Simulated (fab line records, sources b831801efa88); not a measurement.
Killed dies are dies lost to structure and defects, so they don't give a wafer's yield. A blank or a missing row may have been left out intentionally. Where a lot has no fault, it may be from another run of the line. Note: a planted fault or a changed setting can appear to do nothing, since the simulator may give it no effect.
Comparing a struck lot with a sound one -- flow sky130 -- 16 out of 708 route steps
Sound: these wafers, L626.1, L626.2, L626.4. Struck: wafer L628.3. (L628.2 of the same lot was not struck and is left out.) The cause comes at the end.
For every step that has rows: the tool of each side, followed by ch and its chambers, followed by its first start. Under that, the readings that differ: sound wafers -- struck wafers -- difference of the means -- sigmas: that difference in standard deviations of wafers without a fault.
alike: same words and numbers on both sides, and readings whose means sit less than 2 such deviations apart. not compared: any withheld reading, any reading some wafer has no value for, any bound like >300 that may hide the same value, and any number with overlapping values for which the record gives no deviation.
A row with sigmas, a row that says differs or no value, or rows on one side alone: a step with any of these is where the two part. Numbers that don't overlap but have no deviation are shown without sigmas and don't part them. A reading missing from all wafers of one side parts the sides only when that side holds two or more wafers.

first, 3 steps without rows for these wafers: SKY_METAL2_EXPOSE_12 (exposes mask MM2, target cd 140 nm); SKY_METAL2_PEB_13; SKY_METAL2_DEVELOP_14 (develop time 60 s).
SKY_METAL2_CD_MEAS_15: the cd target is 140 nm.
  sound on cd-sem-02 at day 39 20:10; struck on cd-sem-02 at day 40 11:44
  alike: cd-nm
SKY_METAL2_OVL_MEAS_16:
  sound on overlay-01 at day 39 20:17; struck on overlay-01 at day 40 11:50
  alike: METAL2_OVL
SKY_METAL2_DESCUM_17: chemistry O2, time 8 s.
  sound on rie-metal-03 ch 0,1, day 39 20:19; struck on rie-metal-03 ch 0, day 40 11:52
  alike: drypump-motor-current-A, oes-product-au
  not compared: rf-hours-counter-h
SKY_METAL2_ETCH_18: etches BARC in N2/H2, stops on SiO2, time 45.9 s, target depth 60 nm.
  sound on rie-metal-03 ch 0,1, day 39 20:21; struck on rie-metal-03 ch 0, day 40 11:54
  alike: drypump-motor-current-A, oes-product-au, throttle-valve-pct
  not compared: rf-hours-counter-h
SKY_METAL2_METAL_ETCH_19: etches the open film in Cl2/BCl3, stops on SiO2, target depth 360 nm, time 78 s.
  sound on rie-metal-03 ch 0,1, day 39 20:25; struck on rie-metal-03 ch 0, day 40 11:58
  alike: drypump-motor-current-A, oes-product-au, throttle-valve-pct
  not compared: rf-hours-counter-h
SKY_METAL2_STRIP_20: strips in O2/N2.
  sound on plasma-asher-01 ch 0,1, day 39 20:30; struck on plasma-asher-04 ch 0, day 40 12:03
  alike: drypump-motor-current-A, oes-product-au, strip-time-to-endpoint-s
  not compared: rf-hours-counter-h
then, 3 steps without rows for these wafers: SKY_METAL2_STRIP_21 (strips in post etch residue remover, time 1200 s); SKY_METAL2_CLEAN_22 (cleans in IPA, time 180 s); SKY_METAL2_CLEAN_23 (cleans in O3/DIW).
SKY_VIA2_HDPCVD_00: deposits SiO2, target thk 1180 nm, time 196.7 s.
  sound on hdpcvd-01 ch 1,2, day 39 21:11; struck on hdpcvd-02 ch 0, day 40 12:38
reading,sound,struck,difference,sigmas
run-length-s (s),224.7 225.3 225.7,202.9,-22.3,-37
model.SiO2_of_VIA2_HDPCVD_00.thk-nm (nm),1170 1174 1176,1048,-125,
SKY_VIA2_THK_MEAS_01:
  sound on film-metro-04 at day 39 21:18; struck on film-metro-04 at day 40 12:47
reading,sound,struck,difference,sigmas
VIA2_HDPCVD_THK (nm),1169 1173 1175,1048,-124,-11
SKY_VIA2_CMP_02: polishes SiO2.
  sound on cmp-02 ch 0,2,3, day 39 21:25; struck on cmp-01 ch 1, day 40 12:53
  alike: motor-current-A, retaining-ring-pressure-frac, slurry-filter-dp-kPa
SKY_PAD_OPEN_PROBE_99:
  sound wafers here have rows in the record (prober-02, day 49 18:29); struck ones have none

## WHERE THEY PART
Earliest at SKY_VIA2_HDPCVD_00; latest, in this record, at SKY_PAD_OPEN_PROBE_99.

WHY: what the simulator had put in
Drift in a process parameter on hdpcvd-02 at SKY_VIA2_HDPCVD_00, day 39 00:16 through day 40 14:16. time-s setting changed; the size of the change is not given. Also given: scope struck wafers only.
